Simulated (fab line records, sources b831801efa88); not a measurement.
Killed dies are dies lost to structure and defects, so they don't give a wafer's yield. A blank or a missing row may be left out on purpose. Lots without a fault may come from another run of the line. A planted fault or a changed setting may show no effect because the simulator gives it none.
Chamber matching | flow gf180mcu | GF_PASSIVATION_CVD_00 on pecvd-02: 3 sister chambers
The step deposits SiO2 from TEOS, target thk 1000 nm, time 111.95 s. 3 wafers are shown with their chamber, then 7 later ones without.

WAFERS WITH THEIR CHAMBER
wafer  | chamber | heater_power_w (W)
L993.1 | 0       | 864
L997.1 | 2       | 542
L997.3 | 1       | 592

WAFERS WITHOUT THEIR CHAMBER
wafer  | heater_power_w (W)
L997.6 | 641
L998.2 | 623
L998.3 | 735
L998.4 | 500
L999.3 | 583
L999.4 | 794
L999.5 | 616

WHICH CHAMBER EACH WENT THROUGH
wafer  | from the rows above          | in truth
L997.6 | can't be placed: 1 or 2      | 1
L998.2 | can't be placed: 1 or 2      | 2
L998.3 | can't be placed: 0 or 1 or 2 | 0
L998.4 | can't be placed: 2 or 1      | 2
L999.3 | can't be placed: 1 or 2      | 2
L999.4 | 0                            | 0
L999.5 | can't be placed: 1 or 2      | 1
Placed correctly: 1 of 7. Can't be placed from these rows: 6 (the true chamber is among the candidates in 6). Placed wrongly: 0.
How it was worked out, from the rows above alone: a wafer's distance from a chamber is the root of the sum, over the readings, of the square of ((its reading less the chamber's mean) divided by the reading's scatter). The wafer belongs to the nearest chamber; if the next one is less than 2 further off, it can't be placed. A chamber's mean is the mean of its shown wafers. The scatter: with one shown wafer a chamber, the root of the mean of the squares of how far each hidden wafer lies from its nearest shown one.
